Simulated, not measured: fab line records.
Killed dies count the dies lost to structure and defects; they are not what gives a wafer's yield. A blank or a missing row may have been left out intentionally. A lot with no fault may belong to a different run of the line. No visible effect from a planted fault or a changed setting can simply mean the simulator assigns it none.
Which tool is to blame? -- flow sky130 -- 24 lots, 72 wafers sampled, at 6 steps of a route of 708

WHAT THE GAUGES READ, wafer by wafer
SKY_CAPM_THK_MEAS_01.
lot,measured,on,CAPM_CVD_00_THK (nm)
L074,day 36 08:57,film-metro-03,15.10 15.10 15.54
L075,day 36 17:11,film-metro-04,15.46 15.17 15.63
L077,day 37 13:09,film-metro-01,15.44 15.54 15.59
L076,day 37 19:44,film-metro-01,15.65 15.82 15.56
L078,day 38 02:02,film-metro-04,15.23 15.49 15.54
L079,day 38 03:52,film-metro-01,15.27 15.29 15.54
L080,day 38 12:17,film-metro-03,15.48 15.51 15.71
L081,day 38 20:50,film-metro-04,15.62 15.78 15.82
L082,day 39 08:18,film-metro-01,15.65 15.49 15.79
L083,day 39 19:49,film-metro-01,15.31 15.53 15.60
L084,day 39 22:25,film-metro-01,15.63 15.96 15.72
L085,day 40 12:21,film-metro-04,15.19 15.59 15.59
L086,day 40 14:10,film-metro-01,15.10 15.35 15.55
L087,day 40 20:38,film-metro-01,15.49 15.71 15.63
L088,day 41 09:23,film-metro-04,15.60 15.57 15.61
L089,day 41 12:25,film-metro-04,15.53 15.71 15.36
L090,day 41 19:59,film-metro-04,15.51 15.58 15.46
L091,day 42 00:44,film-metro-03,15.61 15.59 15.67
L092,day 42 09:36,film-metro-04,15.70 15.32 15.57
L093,day 42 11:44,film-metro-03,15.55 15.60 15.66
L094,day 42 15:23,film-metro-03,15.21 15.15 15.67
L095,day 42 22:01,film-metro-03,15.52 15.23 15.58
L096,day 43 01:19,film-metro-01,15.39 15.29 15.74
L097,day 43 16:55,film-metro-04,15.81 15.90 16.07

SKY_CAPM_THK_MEAS_04: measures by xrf.
lot,measured,on,CAPM_TIN_THK (nm)
L074,day 36 09:14,film-metro-04,202.6 203.4 202.5
L075,day 36 17:29,film-metro-03,201.6 206.6 203.0
L077,day 37 13:26,film-metro-03,199.2 203.5 199.9
L076,day 37 20:02,film-metro-03,203.7 204.2 204.5
L078,day 38 02:20,film-metro-03,197.3 200.6 202.0
L079,day 38 04:10,film-metro-03,197.0 203.7 200.0
L080,day 38 12:34,film-metro-01,206.2 202.1 207.2
L081,day 38 21:07,film-metro-01,208.3 205.7 202.7
L082,day 39 08:36,film-metro-03,197.6 206.0 200.7
L083,day 39 20:07,film-metro-04,208.1 199.7 205.3
L084,day 39 22:43,film-metro-03,199.6 202.9 203.9
L085,day 40 12:38,film-metro-04,204.9 201.3 200.4
L086,day 40 14:27,film-metro-04,205.8 199.1 206.9
L087,day 40 20:56,film-metro-01,209.0 206.0 209.1
L088,day 41 09:40,film-metro-04,203.7 198.4 201.9
L089,day 41 12:42,film-metro-01,203.4 206.9 202.2
L090,day 41 20:17,film-metro-01,202.9 205.2 203.5
L091,day 42 01:01,film-metro-01,202.4 206.9 202.0
L092,day 42 09:53,film-metro-03,199.5 203.4 202.2
L093,day 42 12:01,film-metro-04,202.7 200.3 205.6
L094,day 42 15:45,film-metro-04,204.1 204.8 203.8
L095,day 42 22:19,film-metro-04,203.3 210.1 207.7
L096,day 43 01:37,film-metro-03,203.2 202.4 205.3
L097,day 43 17:12,film-metro-01,209.8 206.9 206.1

WHAT TOOL EACH LOT RAN ON (gives the tool, then ch and the chambers of the sampled wafers, and finally the start)
lot,SKY_VIA1_ETCH_15,SKY_METAL2_SPUTTER_00,SKY_METAL2_SPUTTER_02,SKY_METAL3_SPUTTER_04
L074,"rie-diel-03 ch 0,1,2, day 34 02:53","pvd-sputter-04, day 34 04:12","pvd-sputter-04, day 34 04:15","pvd-sputter-02, day 36 08:52"
L075,"rie-diel-04 ch 0,1,3, day 34 10:48","pvd-sputter-01, day 34 12:05","pvd-sputter-01, day 34 12:07","pvd-sputter-03, day 36 17:07"
L077,"rie-diel-03 ch 0,2,3, day 35 05:38","pvd-sputter-04, day 35 06:54","pvd-sputter-04, day 35 06:57","pvd-sputter-03, day 37 13:04"
L076,"rie-diel-04 ch 1,2, day 35 11:14","pvd-sputter-01, day 35 12:30","pvd-sputter-01, day 35 12:33","pvd-sputter-02, day 37 19:38"
L078,"rie-diel-01 ch 0,3, day 35 17:29","pvd-sputter-01, day 35 18:45","pvd-sputter-01, day 35 18:48","pvd-sputter-04, day 38 01:58"
L079,"rie-diel-03 ch 0,1,2, day 35 18:59","pvd-sputter-02, day 35 20:15","pvd-sputter-02, day 35 20:18","pvd-sputter-03, day 38 03:47"
L080,"rie-diel-03 ch 1,2, day 36 04:53","pvd-sputter-01, day 36 06:19","pvd-sputter-01, day 36 06:22","pvd-sputter-03, day 38 12:13"
L081,"rie-diel-04 ch 2,3, day 36 15:03","pvd-sputter-02, day 36 16:19","pvd-sputter-02, day 36 16:22","pvd-sputter-02, day 38 20:45"
L082,"rie-diel-01 ch 0,1,3, day 37 01:48","pvd-sputter-04, day 37 03:06","pvd-sputter-04, day 37 03:09","pvd-sputter-04, day 39 08:14"
L083,"rie-diel-04 ch 0,3, day 37 09:41","pvd-sputter-01, day 37 10:58","pvd-sputter-01, day 37 11:01","pvd-sputter-04, day 39 19:44"
L084,"rie-diel-01 ch 0,1,3, day 37 16:31","pvd-sputter-04, day 37 17:47","pvd-sputter-04, day 37 17:50","pvd-sputter-02, day 39 22:19"
L085,"rie-diel-04 ch 1,3, day 38 03:57","pvd-sputter-02, day 38 06:28","pvd-sputter-02, day 38 06:31","pvd-sputter-03, day 40 12:16"
L086,"rie-diel-03 ch 0,2,3, day 38 08:45","pvd-sputter-02, day 38 10:02","pvd-sputter-02, day 38 10:05","pvd-sputter-04, day 40 14:05"
L087,"rie-diel-04 ch 0,1,3, day 38 14:35","pvd-sputter-02, day 38 15:52","pvd-sputter-02, day 38 15:55","pvd-sputter-03, day 40 20:34"
L088,"rie-diel-04 ch 0,3, day 38 23:05","pvd-sputter-04, day 39 04:29","pvd-sputter-04, day 39 04:32","pvd-sputter-03, day 41 09:17"
L089,"rie-diel-01 ch 0,1, day 39 04:53","pvd-sputter-02, day 39 06:20","pvd-sputter-02, day 39 06:23","pvd-sputter-02, day 41 12:19"
L090,"rie-diel-04 ch 1,2,3, day 39 14:47","pvd-sputter-01, day 39 16:20","pvd-sputter-01, day 39 16:23","pvd-sputter-02, day 41 19:55"
L091,"rie-diel-03 ch 1,3, day 39 19:53","pvd-sputter-01, day 39 21:10","pvd-sputter-01, day 39 21:13","pvd-sputter-02, day 42 00:39"
L092,"rie-diel-04 ch 0,3, day 40 05:49","pvd-sputter-01, day 40 07:06","pvd-sputter-01, day 40 07:09","pvd-sputter-04, day 42 09:32"
L093,"rie-diel-01 ch 0,2,3, day 40 06:56","pvd-sputter-01, day 40 08:13","pvd-sputter-01, day 40 08:16","pvd-sputter-03, day 42 11:38"
L094,"rie-diel-04 ch 2,3, day 40 11:14","pvd-sputter-02, day 40 12:32","pvd-sputter-02, day 40 12:35","pvd-sputter-04, day 42 15:19"
L095,"rie-diel-04 ch 1,2,3, day 40 17:10","pvd-sputter-04, day 40 18:31","pvd-sputter-04, day 40 18:33","pvd-sputter-03, day 42 21:56"
L096,"rie-diel-04 ch 0,1,3, day 40 22:14","pvd-sputter-04, day 40 23:31","pvd-sputter-04, day 40 23:34","pvd-sputter-04, day 43 01:14"
L097,"rie-diel-03 ch 1,3, day 41 13:23","pvd-sputter-02, day 41 14:39","pvd-sputter-02, day 41 14:43","pvd-sputter-02, day 43 16:49"
- SKY_VIA1_ETCH_15: etches SiO2 in C4F8/O2/Ar, stops on TiN, target depth 351 nm, time 54 s.
- SKY_METAL2_SPUTTER_00: material Ti, target thk 15 nm, time 10 s.
- SKY_METAL2_SPUTTER_02: material AlCu, target thk 250 nm, time 13.3 s.
- SKY_METAL3_SPUTTER_04: material TiN, target thk 70 nm, time 58.3 s.

AS READ BY THE TOOLS THEMSELVES (means over the sampled wafers that have a number; for cases with no such wafer, the mark the record gives instead)
SKY_VIA1_ETCH_15.
lot,tool,oes-product-au (a.u.)
L074,rie-diel-03,0.975
L075,rie-diel-04,0.978
L077,rie-diel-03,0.984
L076,rie-diel-04,0.985
L078,rie-diel-01,0.972
L079,rie-diel-03,0.975
L080,rie-diel-03,0.977
L081,rie-diel-04,0.985
L082,rie-diel-01,0.973
L083,rie-diel-04,0.974
L084,rie-diel-01,0.979
L085,rie-diel-04,0.977
L086,rie-diel-03,0.970
L087,rie-diel-04,0.981
L088,rie-diel-04,0.979
L089,rie-diel-01,0.977
L090,rie-diel-04,0.972
L091,rie-diel-03,0.988
L092,rie-diel-04,0.982
L093,rie-diel-01,0.985
L094,rie-diel-04,0.986
L095,rie-diel-04,0.979
L096,rie-diel-04,0.971
L097,rie-diel-03,0.981

SKY_METAL2_SPUTTER_00.
lot,tool,throttle-valve-pct (%)
L074,pvd-sputter-04,29.3
L075,pvd-sputter-01,29.7
L077,pvd-sputter-04,29.0
L076,pvd-sputter-01,29.5
L078,pvd-sputter-01,29.3
L079,pvd-sputter-02,30.6
L080,pvd-sputter-01,30.5
L081,pvd-sputter-02,30.4
L082,pvd-sputter-04,29.5
L083,pvd-sputter-01,29.6
L084,pvd-sputter-04,29.4
L085,pvd-sputter-02,30.0
L086,pvd-sputter-02,29.8
L087,pvd-sputter-02,30.3
L088,pvd-sputter-04,29.3
L089,pvd-sputter-02,30.4
L090,pvd-sputter-01,29.7
L091,pvd-sputter-01,30.5
L092,pvd-sputter-01,30.4
L093,pvd-sputter-01,28.7
L094,pvd-sputter-02,30.6
L095,pvd-sputter-04,29.6
L096,pvd-sputter-04,29.7
L097,pvd-sputter-02,29.9

SKY_METAL2_SPUTTER_02.
lot,tool,throttle-valve-pct (%)
L074,pvd-sputter-04,29.4
L075,pvd-sputter-01,29.7
L077,pvd-sputter-04,29.0
L076,pvd-sputter-01,29.5
L078,pvd-sputter-01,29.3
L079,pvd-sputter-02,30.8
L080,pvd-sputter-01,30.6
L081,pvd-sputter-02,30.2
L082,pvd-sputter-04,29.5
L083,pvd-sputter-01,29.5
L084,pvd-sputter-04,29.5
L085,pvd-sputter-02,30.2
L086,pvd-sputter-02,30.0
L087,pvd-sputter-02,30.3
L088,pvd-sputter-04,29.2
L089,pvd-sputter-02,30.4
L090,pvd-sputter-01,29.7
L091,pvd-sputter-01,30.5
L092,pvd-sputter-01,30.4
L093,pvd-sputter-01,28.7
L094,pvd-sputter-02,30.7
L095,pvd-sputter-04,29.3
L096,pvd-sputter-04,29.6
L097,pvd-sputter-02,29.8

SKY_METAL3_SPUTTER_04.
lot,tool,throttle-valve-pct (%)
L074,pvd-sputter-02,30.4
L075,pvd-sputter-03,29.6
L077,pvd-sputter-03,29.1
L076,pvd-sputter-02,29.7
L078,pvd-sputter-04,29.9
L079,pvd-sputter-03,30.5
L080,pvd-sputter-03,30.9
L081,pvd-sputter-02,30.1
L082,pvd-sputter-04,29.7
L083,pvd-sputter-04,29.7
L084,pvd-sputter-02,30.0
L085,pvd-sputter-03,29.9
L086,pvd-sputter-04,29.3
L087,pvd-sputter-03,29.7
L088,pvd-sputter-03,29.7
L089,pvd-sputter-02,30.0
L090,pvd-sputter-02,30.8
L091,pvd-sputter-02,30.4
L092,pvd-sputter-04,29.7
L093,pvd-sputter-03,30.4
L094,pvd-sputter-04,29.8
L095,pvd-sputter-03,30.5
L096,pvd-sputter-04,29.4
L097,pvd-sputter-02,31.0

THE ANSWER, worked out from the rows above alone
Rule: what is usual is taken from the lots themselves. The widest of any qualifying gaps counts: lots, ordered by their means at a reading, are off when they make up no more than a third of the lots, leave a main group of 4 or more, and stand apart from it by 3 or more times the standard deviation of that group's means. If all means in a main group match to the digits the tables above print for the reading, that group is not used. A lot without any number at a reading at which 4 lots or more have one is off too. Where the step has rows for the other lots, those lots are counted as sound. The gauges are gone through in route order, then the tools' own readings, and for those a lot's mean is taken as printed above. The first step at which some lot is off is used, and at that step the reading that is off furthest; a lot without a number counts as furthest.
None of the lots is off at any reading shown; this tells nothing.

WHAT HAD BEEN PUT IN BY THE SIMULATOR
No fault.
